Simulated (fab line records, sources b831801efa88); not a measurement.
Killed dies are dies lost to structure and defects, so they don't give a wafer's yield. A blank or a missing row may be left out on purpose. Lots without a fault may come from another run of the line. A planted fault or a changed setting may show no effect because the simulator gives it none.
Split-lot experiment | flow sfq_line | 5 lots, 23 wafers read, on a route of 325 steps

THE SPLIT
At SFQ_TRILAYER_INCOMING_OXIDATION_002 (target thk 500 nm, ox time 4939 s), the setting ox_time_s was moved away from the recipe's 4939 s on 15 of the 23 wafers read, by -10.4% to +13.9%. The other wafers ran this setting at the recipe's value.

The reading is taken at the split's own step.

THE READING
SiO2_of_TRILAYER_INCOMING_OXIDATION_002.thk_nm (the simulator's own value, which no gauge read), in nm, at SFQ_TRILAYER_INCOMING_OXIDATION_002 (target thk 500 nm, ox time 4939 s). The file gives no usual value for it. The 8 wafers here that ran the recipe average 486.8 nm, standard deviation 6.2 nm.

wafer  | tool, chamber at the split | ox_time_s as run, s | against the recipe | SiO2_of_TRILAYER_INCOMING_OXIDATION_002.thk_nm, nm | against lot-mates on the recipe
L074.1 | -, -                       | 4637                | -6.1%              | 462.9                                              | no lot-mate on the recipe
L074.2 | -, -                       | 4637                | -6.1%              | 465.4                                              | no lot-mate on the recipe
L074.4 | -, -                       | 4637                | -6.1%              | 462.4                                              | no lot-mate on the recipe
L074.5 | -, -                       | 4637                | -6.1%              | 467                                                | no lot-mate on the recipe
L074.6 | -, -                       | 4637                | -6.1%              | 468.8                                              | no lot-mate on the recipe
L075.1 | -, -                       | 5627                | +13.9%             | 539.5                                              | no lot-mate on the recipe
L075.2 | -, -                       | 5627                | +13.9%             | 549.8                                              | no lot-mate on the recipe
L075.3 | -, -                       | 5627                | +13.9%             | 550.2                                              | no lot-mate on the recipe
L075.4 | -, -                       | 5627                | +13.9%             | 550.8                                              | no lot-mate on the recipe
L075.5 | -, -                       | 5627                | +13.9%             | 543.5                                              | no lot-mate on the recipe
L076.2 | -, -                       | 4939                | recipe             | 491.5                                              | -
L076.3 | -, -                       | 4939                | recipe             | 474.8                                              | -
L076.4 | -, -                       | 4939                | recipe             | 482                                                | -
L076.5 | -, -                       | 4939                | recipe             | 485.3                                              | -
L076.6 | -, -                       | 4939                | recipe             | 484.5                                              | -
L078.1 | furnace-02, 0              | 4939                | recipe             | 489.2                                              | -
L078.4 | furnace-02, 0              | 4939                | recipe             | 491                                                | -
L078.5 | furnace-02, 0              | 4939                | recipe             | 496                                                | -
L083.1 | -, -                       | 4427                | -10.4%             | 462.3                                              | no lot-mate on the recipe
L083.2 | -, -                       | 4427                | -10.4%             | 463.7                                              | no lot-mate on the recipe
L083.3 | -, -                       | 4427                | -10.4%             | 464.2                                              | no lot-mate on the recipe
L083.4 | -, -                       | 4427                | -10.4%             | 455.1                                              | no lot-mate on the recipe
L083.5 | -, -                       | 4427                | -10.4%             | 463.1                                              | no lot-mate on the recipe

THE FIT
A straight line over all 23 wafers: SiO2_of_TRILAYER_INCOMING_OXIDATION_002.thk_nm changes by +3.66 nm for each +1% of ox_time_s; r = +0.98; the points scatter about the line by 7.4 nm.
Too few moved wafers have a lot-mate on the recipe to fit a line with each lot's own level taken away.

THE FILE'S OWN FIT
SiO2_of_TRILAYER_INCOMING_OXIDATION_002.thk_nm changes by +3.66 nm for each +1% of ox_time_s, r = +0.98.
